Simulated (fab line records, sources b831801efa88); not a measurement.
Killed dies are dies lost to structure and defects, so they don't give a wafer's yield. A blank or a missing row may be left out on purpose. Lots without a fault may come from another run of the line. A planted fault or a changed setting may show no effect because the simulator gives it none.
Problem report in the 8D (eight disciplines) form, filled by code | flow gf180mcu | the parts of the form that need people (team, actions taken, sign-off) are left out

1. THE PROBLEM
strip_time_to_endpoint_s at GF_DUAL_GATE_STRIP_13 reads a mean of 12.81 s on 9 wafers of 3 lots; wafers without a fault read 12.60 s with a standard deviation of 0.037. That is +5.6 standard deviations from the usual mean.
The step: strips in O2/N2.
First seen on wafer L857.1, day 12 01:52, on plasma_asher-03. The record holds 42 wafers of 14 lots with a number at this step. Rule for "out", or "out of limits": more than 4 standard deviations from the usual mean. The other wafers with a number count as sound.

2. WHAT IT IS AND WHAT IT IS NOT
question                    | is                               | is not
which readings at this step | strip_time_to_endpoint_s         | drypump_motor_current_A, heater_power_w, oes_product_au, platen_temp_c
which lots                  | L857, L859, L861                 | L845, L846, L849, L850, L851, L853, L855, L856, L858, L860, L863
which wafers of those lots  | all that have a number           | -
read on which tools         | plasma_asher-01, plasma_asher-03 | plasma_asher-02
when                        | from day 12 01:52                | up to then (24 sound wafers); but 9 sound wafers of L858, L860, L863 came after

3. SUSPECTS, AND WHAT RULES EACH OUT
Counting: a tool at a process step up to the reading stays a suspect if it ran every lot that is out and no sound lot after the first of them.
- litho_track-02 at GF_DUAL_GATE_COAT_06 (resist thk 1000 nm): kept. It ran every lot that is out, first L857 (day 11 16:58), and no sound lot after that; its last sound lot up to then is L856 (day 11 12:37).
Left after counting: litho_track-02 at GF_DUAL_GATE_COAT_06.

4. THE CAUSE (what the simulator had put in)
Process parameter drift: litho_track-02, from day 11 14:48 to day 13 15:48, at GF_DUAL_GATE_COAT_06. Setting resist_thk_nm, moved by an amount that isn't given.
Counting left only this tool.

5. THE CHAIN OF EFFECTS, in route order
Each row: a reading whose mean over the struck wafers that have a number lies more than 3 standard deviations from the usual. Only readings for which the record gives a usual standard deviation are gone through. hours: the time from each lot's start at the first step in this table that gives one to its start at this step, as a median over the lots. sigmas: the change in usual standard deviations.
hours | step                  | reading                  | usual   | on struck wafers | change | sigmas
0     | GF_DUAL_GATE_STRIP_13 | strip_time_to_endpoint_s | 12.60 s | 12.81            | +0.21  | +5.6
The process steps in it:
- GF_DUAL_GATE_STRIP_13: strips in O2/N2.
Later measuring or inspecting steps at which every struck wafer that the step has a row for has a number for every such reading, and none has moved that far: GF_POLY_GATE_OVL_MEAS_11.

6. WHAT WOULD HAVE CAUGHT IT SOONER
In this record the first reading out of limits was taken at day 12 01:52, 11 hours after the fault began at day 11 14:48.
Of the tool readings at GF_DUAL_GATE_COAT_06 for which the record gives a usual standard deviation, none was out on any struck wafer, so an alarm limit of 4 standard deviations on them would not have fired.
Of the lots that are out (3), L859, L861 began GF_DUAL_GATE_COAT_06 on litho_track-02 after day 12 01:52. A hold on the tool at that time would have spared those 2.
